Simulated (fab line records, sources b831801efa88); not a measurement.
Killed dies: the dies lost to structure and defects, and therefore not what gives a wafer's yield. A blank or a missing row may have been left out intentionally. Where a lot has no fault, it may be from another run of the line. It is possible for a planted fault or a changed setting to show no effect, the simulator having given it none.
A lot that was struck, set against a sound lot | flow sky130 | 17 out of 708 route steps
Sound: these wafers, L198.1, L198.3, L198.4. The struck wafers were L192.1, L192.2, L192.6. The cause is given at the end.
At each step with rows: each side's tool, then ch and its chambers, then its first start. Under that, the readings that differ: sound wafers | struck wafers | difference of the means | sigmas: that difference in standard deviations of wafers without a fault.
alike: readings with means less than 2 such deviations apart, plus words and numbers identical on both sides. not compared: withheld readings, readings lacking a value on some wafer, bounds such as >300 that could conceal the same value, and numbers that have no deviation in the record and whose values overlap.
A row with sigmas, a row that says differs or no value, or rows on one side alone: a step with any of these is where the two part. Numbers that have no deviation but don't overlap get no sigmas and don't part them. A reading that every wafer of one side lacks parts them only if that side has two wafers or more.

first, 2 steps without rows for these wafers: SKY_NWELL_IMPLANT_12; SKY_NWELL_IMPLANT_13.
SKY_NWELL_STRIP_14: strips in O2/N2.
  sound on plasma asher-02 ch 0,1, day 7 21:40; struck on plasma asher-01 ch 0,1, day 6 14:10
  alike: drypump motor current A, oes product au, strip time to endpoint s
  not compared: rf hours counter h
SKY_NWELL_TW_MEAS_15:
  struck on film metro-03, day 6 14:16; sound on film metro-03, day 7 21:46
  alike: NWELL_TW
then, 7 steps without rows for these wafers: SKY_NWELL_DEHYDRATE_16 (time 60 s); SKY_NWELL_HMDS_17 (prime time 60 s); SKY_NWELL_COAT_18 (resist thk 3000 nm); SKY_NWELL_SOFTBAKE_19; SKY_NWELL_EXPOSE_20 (exposes mask NWM COMPLEMENT, target cd 840 nm); SKY_NWELL_PEB_21; SKY_NWELL_DEVELOP_22 (develop time 60 s).
SKY_NWELL_OVL_MEAS_23:
  struck on overlay-01, day 7 08:14; sound on overlay-01, day 8 18:17
  alike: NWELL_01_OVL
SKY_NWELL_IMPLANT_24:
  sound on implanter-02 ch 0, day 8 18:19; struck on implanter-03 ch 0, day 7 08:16
  reading            | sound                         | struck                           | difference  | sigmas
  dose ions cm2      | 9.194e+12 9.222e+12 9.203e+12 | 1.0174e+13 1.0158e+13 1.0147e+13 | +9.5333e+11 | +99 or more
  faraday current uA | 51.6 50.5 51.9                | 55.6 57.4 56.5                   | +5.2        | +5
SKY_NWELL_STRIP_25: strips in O2/N2.
  sound on plasma asher-03 ch 0,1, day 8 18:28; struck on plasma asher-03 ch 0,1, day 7 08:25
  alike: drypump motor current A, oes product au, strip time to endpoint s
  not compared: rf hours counter h
SKY_NWELL_TW_MEAS_26:
  struck on film metro-03, day 7 08:31; sound on film metro-04, day 8 18:34
  reading    | sound             | struck            | difference | sigmas
  NWELL_2_TW | 494.2 496.3 495.5 | 509.9 508.7 511.8 | +14.8      | +7
then, 1 step without rows for these wafers: SKY_NWELL_CLEAN_27 (cleans in SC1/SC2, time 150 s).
-- the record jumps here: 41 days lie between the struck wafers' starts before and after (it left off in module NWELL and takes up again in module PAD_OPEN, whose first step shown is number 708 of the route) --
SKY_PAD_OPEN_PROBE_99:
  struck on prober-02, day 47 20:54; sound on prober-01, day 49 19:43
  reading                                    | sound                         | struck                        | difference | sigmas
  model.etest.pfet_16v.r on ohm um           | 1.572e+04 1.498e+04 1.516e+04 | 1.477e+04 1.479e+04 1.474e+04 | -5.200e+02 |
  model.etest.res pwell under gate.rs ohm sq | 2302 2308 2294                | 2142 2134 2134                | -165       |
  model.etest.pfet_16v.drive ua um           | 235.2 241.5 241               | 247.3 247.3 247.9             | +8.3       |
  model.etest.field n.vt v (V)               | 36.48 34.84 35.36             | 37.84 38 37.95                | +2.37      |
  alike: killed_at_M0_to_M3, killed_at_M4_up, killed at contacts, killed at front end, killed at other, killed dies, killed open, killed short

## WHERE THEY PART
At SKY_NWELL_IMPLANT_24 first; at SKY_NWELL_TW_MEAS_26 last (within this record only). Later steps at which nothing parts them and some readings are alike: SKY_PAD_OPEN_PROBE_99.

WHY: what the simulator had put in
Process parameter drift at SKY_NWELL_IMPLANT_24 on implanter-03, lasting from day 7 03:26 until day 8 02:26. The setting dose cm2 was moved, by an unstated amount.
